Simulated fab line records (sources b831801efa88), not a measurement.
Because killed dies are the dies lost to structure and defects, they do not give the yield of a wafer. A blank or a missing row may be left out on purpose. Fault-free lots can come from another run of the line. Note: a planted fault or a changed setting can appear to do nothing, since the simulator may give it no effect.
8D (eight disciplines) problem report, filled in by code :: flow sfq_line :: the parts of the form that need people (team, actions taken, sign-off) are left out

1. THE ISSUE
Wafers without a fault read 14.399, standard deviation 0.016; exposure_dose_mJ_cm2 at SFQ_TRILAYER_M1_LITHO_EXPOSE_040 reads a mean of 14.804 on 9 wafers belonging to 3 lots. Measured from the usual mean, that is +25 standard deviations.
The step: exposes mask M1, target cd 500 nm.
The first sign was on wafer L281.2 at day 28 20:29, on krf_scanner-02. The record has a number at this step for 21 wafers belonging to 7 lots. By rule, "out" or "out of limits" means more than 4 standard deviations away from the usual mean. The rest of the wafers with a number are treated as sound.

2. WHAT IT IS, WHAT IT ISN'T
question: which readings at this step
is: exposure_dose_mJ_cm2
is not: -

question: which lots
is: L281, L282, L284
is not: L268, L276, L277, L283

question: which wafers of those lots
is: all that have a number
is not: -

question: read on which tools
is: krf_scanner-02
is not: krf_scanner-01

question: when
is: from day 28 20:29
is not: up to then (9 sound wafers); but 3 sound wafers of L283 came after

3. WHAT RULES OUT EACH SUSPECT
Counting: a tool at any process step up to the reading remains a suspect when it ran all the lots that are out and ran no sound lot after the first of those.
- krf_scanner-02 at SFQ_TRILAYER_M1_LITHO_EXPOSE_040 (exposes mask M1, target cd 500 nm): kept. Every lot that is out went through it, starting with L281 (day 28 20:29), and after that it ran no sound lot; the last sound lot it ran before then is L268 (day 24 11:44). On those wafers its own readings are out: exposure_dose_mJ_cm2.
After counting, what remains is krf_scanner-02 at SFQ_TRILAYER_M1_LITHO_EXPOSE_040.

4. THE CAUSE (what the simulator had put in)
Process parameter drift: krf_scanner-02, from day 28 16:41 on, at SFQ_TRILAYER_M1_LITHO_EXPOSE_040. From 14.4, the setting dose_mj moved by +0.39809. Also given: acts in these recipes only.
Only this tool survived the counting.

5. THE CHAIN OF EFFECTS, in route order
Each row: a reading where the mean over the struck wafers with a number is more than 3 standard deviations away from the usual. Scope: only readings with a usual standard deviation given in the record; hours: median across lots of the time from each lot's start at the first step in this table that gives one to its start at this step; sigmas: change in usual standard deviations.
hours: 0
step: SFQ_TRILAYER_M1_LITHO_EXPOSE_040
reading: exposure_dose_mJ_cm2
usual: 14.399
on struck wafers: 14.804
change: +0.405
sigmas: +25
The process steps in it:
- SFQ_TRILAYER_M1_LITHO_EXPOSE_040: exposes mask M1, target cd 500 nm.
At these later measuring or inspecting steps, every struck wafer for which the step has a row has a number for every such reading, and none has moved that far: SFQ_M1_OVL_MEAS_911.

6. WHAT WOULD HAVE CAUGHT IT SOONER
4 hours passed between the start of the fault at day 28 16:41 and the first reading out of limits in this record, taken at day 28 20:29.
